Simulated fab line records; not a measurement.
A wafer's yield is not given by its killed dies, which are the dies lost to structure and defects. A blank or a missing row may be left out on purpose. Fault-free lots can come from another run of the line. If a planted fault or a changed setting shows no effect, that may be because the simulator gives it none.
Chamber matching	flow sfq_line	SFQ_TRILAYER_L0_CAP_PECVD_011 on pecvd-01: 3 sister chambers
The step deposits SiO2 from SiH4/N2O, time 13.333 s, target thk 60 nm. 6 wafers are shown with their chamber, then 7 later ones without.

## EACH WAFER AND ITS CHAMBER
wafer	chamber	throttle_valve_pct (%)	heater_power_w (W)
L398.6	2	25.9	78
L402.1	2	26.2	81
L402.2	1	23.3	118
L402.3	0	24.4	62
L414.1	0	24.8	63
L414.2	1	23.1	103

## WAFERS WITH NO CHAMBER GIVEN
wafer	throttle_valve_pct (%)	heater_power_w (W)
L414.3	26.4	84
L416.1	24.3	68
L416.2	26.3	71
L416.3	23.6	99
L417.2	24.6	67
L417.5	25.0	68
L417.6	26.4	72

## EACH ONE'S CHAMBER
wafer	from the rows above	in truth
L414.3	2	2
L416.1	0	0
L416.2	2	2
L416.3	1	1
L417.2	0	0
L417.5	0	0
L417.6	2	2
Correctly placed: 7 of 7. Left unplaced by these rows: 0. Wrongly placed: 0.
How it was worked out, from the rows above alone: a wafer's distance from a chamber is the root of the sum, over the readings, of the square of ((its reading less the chamber's mean) divided by the reading's scatter). The wafer belongs to the nearest chamber; if the next one is less than 2 further off, it can't be placed. Each chamber's mean is taken over the wafers shown for it. How the scatter is found: for the shown wafers, subtract from each reading the mean of its chamber, square and add these, divide the total by (wafers less chambers), then take the root.
